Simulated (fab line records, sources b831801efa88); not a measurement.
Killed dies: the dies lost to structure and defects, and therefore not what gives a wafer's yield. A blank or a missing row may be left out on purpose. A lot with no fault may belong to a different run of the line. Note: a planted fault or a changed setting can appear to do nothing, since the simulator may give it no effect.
fab line records    flow sky130
record: lots: 6  wafers: 18  lastDay: 50
route steps=708 shown FIELD_ISO@3 PAD_OPEN@708
lots that met no fault: taken from a fault-free run of the same line
startH: hours from the record's opening day to when the first of the lot's shown wafers began    waitH: how many hours have passed since the lot's step before this one    " the same as in the row above    L1.1+2: several wafers, shown together as one row    - value missing, or start not given    * or withheld: withheld    < > ~ a bound
route shown NAME@n: names a module that has steps shown in the file, with the first one's number in the route    usual: mean/standard deviation taken from wafers without a fault    same: alike in all rows    chamber/n: place in a boat    sites: each site's reading    _std_site: how widely they spread, as a standard deviation    _edge_site: the outer-site mean with the inner-site mean subtracted    radiusMm: for every site, how far away it sits from the centre of the wafer    mask NAME#n: copy n    behind: the tool/chamber that last shaped the wafer    hold: reason for holding the lot/hours on hold/outcome of the hold    device: the transistor (n, p or np) that didn't switch    end of line: tests of these same wafers at the route's end    step lacking rows: just its recipe    killed: dies lost to structure and defects at the first sort, not the wafer's yield    map: a wafer's dies, x killed, . not, _ none there
set.NAME: the setting as run; set.NAME@STEP: as run at that earlier step    model.NAME: the simulator's own value behind a step, which no gauge read
lots at some steps of the route; a table a step, a row a wafer
services: when a tool's chamber went out of use (startH, in hours from the record's first day, below 0 if earlier), for how many hours, and the reason
== steps ==
step: SKY_FIELD_ISO_THK_MEAS_02
recipe: reads: SiO2_of_FIELD_ISO_OXIDATION_01
usual: FIELD_ISO_OXIDATION_00_THK: 12.2/0.31
lot.wafer  tool          chamber  startH  waitH  FIELD_ISO_OXIDATION_00_THK[nm]
L570.2     filmMetro-01  -        22.21   0.0    12.5
L570.3     "             -        "       "      12.5
L570.4     "             -        "       "      12.2
L575.3     filmMetro-03  -        47.20   0.0    11.7
L575.4     "             -        "       "      11.9
L575.5     "             -        "       "      11.8
L577.1     filmMetro-03  -        57.61   0.0    12.7
L577.3     "             -        "       "      12.7
L577.5     "             -        "       "      12.6
L583.3     filmMetro-03  -        86.68   0.0    12.1
L583.5     "             -        "       "      12.0
L583.6     "             -        "       "      12.1
L584.1     filmMetro-01  -        91.64   0.0    12.3
L584.3     "             -        "       "      12.3
L584.4     "             -        "       "      12.2
L591.1     filmMetro-01  -        126.63  0.0    12.3
L591.2     "             -        "       "      12.4
L591.6     "             -        "       "      12.4
step: SKY_FIELD_ISO_CVD_03
recipe: material: Si3N4  precursor: DCS/NH3  targetThkNm: 165  tempC: 770  timeS: 2830  pressureMtorr: 250
step: SKY_FIELD_ISO_THK_MEAS_04
recipe: reads: Si3N4_of_FIELD_ISO_CVD_03
usual: FIELD_ISO_CVD_03_THK: 163.7/1.7
lot.wafer  tool          chamber  startH  waitH  FIELD_ISO_CVD_03_THK[nm]
L570.2     filmMetro-03  -        24.05   0.0    162.0
L570.3     "             -        "       "      162.3
L570.4     "             -        "       "      162.6
L575.3     filmMetro-03  -        49.61   0.0    162.6
L575.4     "             -        "       "      164.2
L575.5     "             -        "       "      164.1
L577.1     filmMetro-04  -        59.46   0.0    163.5
L577.3     "             -        "       "      163.1
L577.5     "             -        "       "      162.5
L583.3     filmMetro-03  -        90.10   0.0    161.2
L583.5     "             -        "       "      162.2
L583.6     "             -        "       "      162.3
L584.1     filmMetro-04  -        93.48   0.0    164.9
L584.3     "             -        "       "      163.9
L584.4     "             -        "       "      162.4
L591.1     filmMetro-04  -        130.85  0.0    163.2
L591.2     "             -        "       "      163.9
L591.6     "             -        "       "      163.7
step: SKY_FIELD_ISO_DEHYDRATE_05
recipe: tempC: 200  timeS: 60
step: SKY_FIELD_ISO_HMDS_06
recipe: primeTimeS: 60  primeTempC: 120
step: SKY_FIELD_ISO_COAT_07
recipe: resist: BARC  tempC: withheld  timeS: withheld  spinRpm: 3000  resistThkNm: 60
step: SKY_FIELD_ISO_COAT_08
recipe: resist: KrF-thick  spinRpm: 3000  resistThkNm: 450
step: SKY_FIELD_ISO_SOFTBAKE_09
recipe: tempC: 100  timeS: 90  resist: KrF-thick
step: SKY_FIELD_ISO_EXPOSE_10
recipe: maskId: FOM  na: 0.68  sourceShape: annular  sigmaInner: 0.4  sigmaOuter: 0.8  targetCdNm: 150  doseMj: 28
step: SKY_FIELD_ISO_PEB_11
recipe: pebTempC: withheld  pebTimeS: withheld  resist: KrF-thick
step: SKY_FIELD_ISO_DEVELOP_12
recipe: developTimeS: 60  resist: KrF-thick  devTempC: 21
step: SKY_FIELD_ISO_CD_MEAS_13
recipe: targetCdNm: 150
usual: cdNm: 149.6/1.6
lot.wafer  tool      chamber  startH  waitH  cdNm
L570.2     cdSem-01  -        39.13   -      151.5
L570.3     "         -        "       "      151.4
L570.4     "         -        "       "      152.4
L575.3     cdSem-01  -        65.30   -      148.2
L575.4     "         -        "       "      146.7
L575.5     "         -        "       "      148.5
L577.1     cdSem-02  -        75.58   -      149.7
L577.3     "         -        "       "      151.1
L577.5     "         -        "       "      150.6
L583.3     cdSem-02  -        107.98  -      147.8
L583.5     "         -        "       "      147.4
L583.6     "         -        "       "      147.2
L584.1     cdSem-02  -        111.43  -      150.9
L584.3     "         -        "       "      152.5
L584.4     "         -        "       "      151.9
L591.1     cdSem-01  -        150.61  -      150.3
L591.2     "         -        "       "      149.8
L591.6     "         -        "       "      149.1
step: SKY_FIELD_ISO_ETCH_14
recipe: chemistry: N2/H2  target: BARC  ionEnergyEv: 200  sourceW: 500  biasW: 100  pressureMtorr: 30  n2FlowSccm: 100  h2FlowSccm: 200  stopOn: SiO2  timeS: 45.9  targetDepthA: 600
usual: drypumpMotorCurrentA: 5.8/0.53  n2FlowSccm: 100.00/0.29  oesProductAu: 0.855/0.0051  rfFwdPowerW: 494.9/2.2  throttleValvePct: 13.225/0.0089
same: timeS: 45.9
lot.wafer  tool        chamber  startH  waitH  drypumpMotorCurrentA  n2FlowSccm  oesProductAu  rfFwdPowerW  rfHoursCounterH  throttleValvePct  model.KrF-thick_of_FIELD_ISO_COAT_08.thkNm
L570.2     rieDiel-03  2        39.23   0.1    6.4                   100.46      0.858         495.8        111              13.210            393.2
L570.3     "           3        "       "      6.3                   100.18      0.845         495.6        149              13.212            391.6
L570.4     "           0        "       "      5.3                   99.39       0.850         493.5        34               13.221            391.9
L575.3     rieDiel-02  3        65.38   0.1    5.8                   99.73       0.856         492.8        98               13.235            392.3
L575.4     "           0        "       "      5.2                   99.95       0.858         497.0        62               13.228            390.7
L575.5     "           1        "       "      6.0                   99.83       0.849         491.1        -                13.228            389.6
L577.1     rieDiel-03  0        75.70   0.1    5.4                   99.53       0.862         493.4        34               13.231            390.7
L577.3     "           3        "       "      6.3                   100.06      0.864         493.3        150              13.227            390.9
L577.5     "           2        "       "      6.4                   100.24      0.859         493.7        -                13.218            391.1
L583.3     rieDiel-03  0        108.06  0.1    5.3                   100.15      0.848         494.9        35               13.233            393.8
L583.5     "           2        "       "      6.4                   100.20      0.858         415.3        -                13.217            400.5
L583.6     "           3        "       "      6.3                   99.77       0.857         497.7        -                13.233            392.6
L584.1     rieDiel-03  2        111.55  0.1    6.5                   100.20      0.860         414.4        112              13.227            401.4
L584.3     "           0        "       "      5.3                   100.31      0.857         494.0        35               13.231            393.9
L584.4     "           1        "       "      6.3                   99.78       0.861         492.9        97               13.227            393.1
L591.1     rieDiel-02  2        150.73  0.1    5.5                   99.77       0.851         494.3        4                13.224            393.2
L591.2     "           1        "       "      6.0                   100.13      0.855         491.0        70               13.216            392.4
L591.6     "           3        "       "      5.8                   99.96       0.852         495.1        -                13.234            393.9
step: SKY_FIELD_ISO_ETCH_15
recipe: chemistry: CHF3/O2  targetDepthNm: 180  stopOn: Si  sourceW: 600  biasW: 200  pressureMtorr: 40  chf3FlowSccm: 50  O2_flow_sccm: 5  timeS: 72
usual: drypumpMotorCurrentA: 5.8/0.53  oesProductAu: 0.941/0.007  rfFwdPowerW: 595.2/2.3  throttleValvePct: 8.843/0.0086
same: timeS: 72
lot.wafer  tool        chamber  startH  waitH  drypumpMotorCurrentA  oesProductAu  rfFwdPowerW  rfHoursCounterH  throttleValvePct  model.KrF-thick_of_FIELD_ISO_COAT_08.thkNm
L570.2     rieDiel-03  2        39.27   0.0    6.4                   0.944         597.1        111              8.826             238.3
L570.3     "           3        "       "      6.3                   0.933         592.6        149              8.840             233.2
L570.4     "           0        "       "      5.3                   0.941         596.3        34               8.863             236.5
L575.3     rieDiel-02  3        65.42   0.0    5.8                   0.932         596.2        98               8.842             237
L575.4     "           0        "       "      5.2                   0.932         596.2        63               8.822             234.1
L575.5     "           1        "       "      6.0                   0.943         592.0        -                8.828             231.9
L577.1     rieDiel-03  0        75.74   0.0    5.3                   0.938         595.0        35               8.840             237
L577.3     "           3        "       "      6.3                   0.941         594.9        150              8.832             234.7
L577.5     "           2        "       "      6.4                   0.943         593.2        -                8.839             238.7
L583.3     rieDiel-03  0        108.10  0.0    5.3                   0.936         591.0        35               8.834             239
L583.5     "           2        "       "      6.4                   0.929         591.7        -                8.825             247.1
L583.6     "           3        "       "      6.3                   0.941         595.7        -                8.848             235.4
L584.1     rieDiel-03  2        111.59  0.0    6.4                   0.943         594.0        112              8.847             248.8
L584.3     "           0        "       "      5.3                   0.954         594.7        35               8.831             239.3
L584.4     "           1        "       "      6.3                   0.939         596.5        97               8.839             239.8
L591.1     rieDiel-02  2        150.77  0.0    5.6                   0.945         594.4        4                8.834             238.7
L591.2     "           1        "       "      5.9                   0.944         593.1        70               8.856             234.5
L591.6     "           3        "       "      5.8                   0.940         595.0        -                8.850             238
step: SKY_FIELD_ISO_STRIP_16
recipe: chemistry: O2/N2  powerW: 1400  pressureMtorr: 1500  platenTempC: withheld  o2FlowSccm: 3000  n2FlowSccm: 300  overashFraction: 0.5
usual: drypumpMotorCurrentA: 5.7/0.33  n2FlowSccm: 299.9/0.88  oesProductAu: 0.378/0.0051  stripTimeToEndpointS: 3.55/0.033
lot.wafer  tool            chamber  startH  waitH  drypumpMotorCurrentA  n2FlowSccm  oesProductAu  rfHoursCounterH  stripTimeToEndpointS
L570.2     plasmaAsher-02  1        39.33   0.0    6.1                   299.1       0.381         37               3.57
L570.3     "               1        "       "      6.1                   299.6       0.372         -                3.52
L570.4     "               0        "       "      5.5                   300.7       0.370         -                3.56
L575.3     plasmaAsher-01  1        65.51   0.1    5.2                   300.7       0.378         -                3.57
L575.4     "               0        "       "      5.7                   298.7       0.367         -                3.53
L575.5     "               0        "       "      5.8                   298.4       0.372         -                3.50
L577.1     plasmaAsher-03  0        75.80   0.0    5.5                   300.5       0.380         39               3.57
L577.3     "               0        "       "      5.5                   300.7       0.385         -                3.52
L577.5     "               1        "       "      6.0                   300.0       0.369         -                3.58
L583.3     plasmaAsher-02  1        108.19  0.1    6.1                   298.9       0.371         -                3.57
L583.5     "               0        "       "      5.5                   300.1       0.378         -                3.66
L583.6     "               1        "       "      6.1                   299.4       0.370         -                3.54
L584.1     plasmaAsher-03  0        111.65  0.0    5.6                   299.1       0.384         42               3.68
L584.3     "               0        "       "      5.5                   299.2       0.372         -                3.58
L584.4     "               1        "       "      6.0                   300.7       0.380         -                3.59
L591.1     plasmaAsher-03  1        150.83  0.0    6.0                   299.2       0.384         47               3.58
L591.2     "               0        "       "      5.6                   300.5       0.385         47               3.54
L591.6     "               0        "       "      5.6                   300.0       0.373         -                3.57
step: SKY_PAD_OPEN_PROBE_99
usual: killed_at_M0_to_M3: 43/6.7  killed_at_M4_up: 3.0/1.9  killedAtContacts: 25/5.4  killedAtFrontEnd: 16/4.5  killedAtOther: 0.4/0.62  killedDies: 87/9.6  killedOpen: 47/7  killedShort: 39/6.1
same: grossDies: 492  killedAtBackSide: 0
lot.wafer  tool       chamber  startH   waitH  killed_at_M0_to_M3  killed_at_M4_up  killedAtContacts  killedAtFrontEnd  killedAtOther  killedDies  killedOpen  killedShort
L570.2     prober-01  -        1082.14  0.1    53                  2                25                19                0              99          62          37
L570.3     prober-01  -        1082.19  0.2    48                  4                29                18                1              100         54          46
L570.4     prober-01  -        1082.24  0.2    42                  2                26                17                0              87          45          42
L575.3     prober-02  -        1118.02  0.2    35                  4                15                18                1              73          41          32
L575.4     prober-02  -        1118.07  0.2    46                  2                24                15                0              87          46          41
L575.5     prober-02  -        1118.12  0.2    60                  4                19                17                0              100         59          41
L577.1     prober-02  -        1131.41  0.1    42                  1                22                8                 1              74          39          33
L577.3     prober-02  -        1131.51  0.2    39                  3                20                16                2              80          47          30
L577.5     prober-02  -        1131.61  0.2    30                  7                24                11                1              73          38          33
L583.3     prober-02  -        1161.41  0.2    49                  2                27                14                0              92          59          33
L583.5     prober-02  -        1161.51  0.2    41                  4                23                15                0              83          47          35
L583.6     prober-02  -        1161.56  0.2    35                  2                28                15                2              82          50          32
L584.1     prober-01  -        1166.01  0.1    44                  1                21                24                1              91          39          51
L584.3     prober-01  -        1166.11  0.2    48                  5                31                10                1              95          50          45
L584.4     prober-01  -        1166.16  0.2    42                  8                22                13                1              86          48          38
killed by level:class
L570.2 VIA1:geometricParticle:open=15 LI_CONTACT:geometricParticle:open=9 VIA2:geometricParticle:open=8 CONTACT:geometricParticle:open=6 VIA3:geometricParticle:open=6 FIELD_ISO:geometricParticle:open=5 VIA1:geometricParticle:short=5 METAL3:geometricParticle:short=5
L570.3 VIA3:geometricParticle:open=11 LI_CONTACT:geometricParticle:open=10 VIA1:geometricParticle:open=10 CONTACT:geometricParticle:open=9 CONTACT:geometricParticle:short=7 VIA1:geometricParticle:short=7 FIELD_ISO:geometricParticle:open=5 SPACER:geometricParticle:short=5
L570.4 LI_CONTACT:geometricParticle:open=8 VIA3:geometricParticle:open=7 FIELD_ISO:geometricParticle:open=6 CONTACT:geometricParticle:short=6 CONTACT:geometricParticle:open=6 VIA1:geometricParticle:open=6 VIA2:geometricParticle:open=6 FIELD_ISO:geometricParticle:short=5
L575.3 VIA1:geometricParticle:open=13 CONTACT:geometricParticle:open=5 FIELD_ISO:geometricParticle:open=4 FIELD_ISO:geometricParticle:short=4 POLY_GATE:geometricParticle:open=4 POLY_GATE:geometricParticle:short=4 LI_CONTACT:geometricParticle:open=4 LOCAL_INTERCONNECT:geometricParticle:short=4
L575.4 VIA1:geometricParticle:open=12 LI_CONTACT:geometricParticle:open=9 METAL2:geometricParticle:short=8 METAL1:geometricParticle:short=6 POLY_GATE:geometricParticle:open=5 CONTACT:geometricParticle:open=5 VIA3:geometricParticle:open=5 POLY_GATE:geometricParticle:short=4
L575.5 VIA1:geometricParticle:open=20 VIA1:geometricParticle:short=9 LI_CONTACT:geometricParticle:open=6 CONTACT:geometricParticle:open=6 METAL2:geometricParticle:short=6 FIELD_ISO:geometricParticle:open=5 METAL1:geometricParticle:short=5 VIA3:geometricParticle:open=5
L577.1 CONTACT:geometricParticle:open=8 VIA1:geometricParticle:short=7 VIA1:geometricParticle:open=7 VIA3:geometricParticle:open=7 LI_CONTACT:geometricParticle:open=6 LOCAL_INTERCONNECT:geometricParticle:short=5 VIA2:geometricParticle:open=5 METAL1:geometricParticle:short=4
L577.3 VIA1:geometricParticle:open=12 CONTACT:geometricParticle:open=8 VIA3:geometricParticle:open=8 VIA2:geometricParticle:open=6 FIELD_ISO:geometricParticle:open=4 LOCAL_INTERCONNECT:geometricParticle:short=4 VIA1:geometricParticle:short=4 FIELD_ISO:geometricParticle:short=3
L577.5 CONTACT:geometricParticle:short=9 VIA1:geometricParticle:open=8 CONTACT:geometricParticle:open=7 FIELD_ISO:geometricParticle:open=4 VIA1:geometricParticle:short=4 VIA2:geometricParticle:open=4 LI_CONTACT:geometricParticle:open=3 LOCAL_INTERCONNECT:geometricParticle:short=3
L583.3 CONTACT:geometricParticle:open=15 VIA1:geometricParticle:open=12 VIA2:geometricParticle:open=11 METAL1:geometricParticle:short=5 METAL2:geometricParticle:short=5 FIELD_ISO:geometricParticle:open=4 FIELD_ISO:geometricParticle:short=4 LI_CONTACT:geometricParticle:open=4
L583.5 VIA1:geometricParticle:open=14 CONTACT:geometricParticle:open=10 CONTACT:geometricParticle:short=6 VIA2:geometricParticle:open=6 METAL2:geometricParticle:short=6 FIELD_ISO:geometricParticle:open=5 POLY_GATE:geometricParticle:open=4 METAL1:geometricParticle:short=4
L583.6 VIA1:geometricParticle:open=13 CONTACT:geometricParticle:open=10 FIELD_ISO:geometricParticle:short=7 LOCAL_INTERCONNECT:geometricParticle:short=7 LI_CONTACT:geometricParticle:open=5 METAL2:geometricParticle:short=5 VIA3:geometricParticle:open=5 FIELD_ISO:geometricParticle:open=3
L584.1 POLY_GATE:geometricParticle:short=8 VIA1:geometricParticle:open=8 CONTACT:geometricParticle:open=6 METAL1:geometricParticle:short=6 VIA3:geometricParticle:open=6 FIELD_ISO:geometricParticle:short=5 LI_CONTACT:geometricParticle:open=5 VIA2:geometricParticle:short=5
L584.3 VIA1:geometricParticle:open=18 CONTACT:geometricParticle:open=10 CONTACT:geometricParticle:short=7 VIA1:geometricParticle:short=7 LI_CONTACT:geometricParticle:open=6 LI_CONTACT:geometricParticle:short=4 METAL2:geometricParticle:short=4 VIA2:geometricParticle:open=4
L584.4 VIA1:geometricParticle:open=16 CONTACT:geometricParticle:open=7 VIA2:geometricParticle:open=7 METAL4:geometricParticle:short=7 METAL2:geometricParticle:short=6 FIELD_ISO:geometricParticle:open=4 POLY_GATE:geometricParticle:short=4 LI_CONTACT:geometricParticle:short=4
== services ==
tool            chamber  startH  hours  kind
rieDiel-03      -        15.99   14.6   pm
rieDiel-03      -        32.87   0.7    repair
plasmaAsher-01  -        41.45   6.2    repair
rieDiel-02      -        73.06   0.1    repair
plasmaAsher-02  -        108.75  9.0    pm
plasmaAsher-02  0        108.75  9.0    ventCycle
plasmaAsher-02  1        108.75  9.0    ventCycle
plasmaAsher-02  0        117.75  -      clean
plasmaAsher-02  1        117.75  -      clean
plasmaAsher-03  -        122.20  0.8    repair
plasmaAsher-01  -        133.71  17.2   pm
== key ==
firstSign: step: SKY_FIELD_ISO_ETCH_14  reading: rfFwdPowerW  direction: down  sigmas: 37  usual: 494.9  struck: 414.9
effect none on later readings
modelEffect: step: SKY_FIELD_ISO_ETCH_14  value: KrF-thick_of_FIELD_ISO_COAT_08.thkNm  without: 394.8  struck: 400.9
modelEffect: step: SKY_FIELD_ISO_ETCH_15  value: KrF-thick_of_FIELD_ISO_COAT_08.thkNm  without: 241.8  struck: 248
metAt SKY_FIELD_ISO_ETCH_14
struckWafers L583.5,L584.1
testerLeftOut L583,L584
onsetBetween 75.70 108.06
fault: kind: processParameterDrift  tool: rieDiel-03  chamber: 2  onsetH: 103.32  steps: SKY_FIELD_ISO_ETCH_14  channel: sourceW  offset: -80  shape: step  endH: 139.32  actsIn: theseRecipesOnly  stated: 500
testerLeftOut: of these lots the tester's yield and bins aren't shown, on N5 and GAA mostly nor the transistor test; their killed dies are dies lost to structure and defects alone, not to doping, threshold or leakage, so they don't give the yield
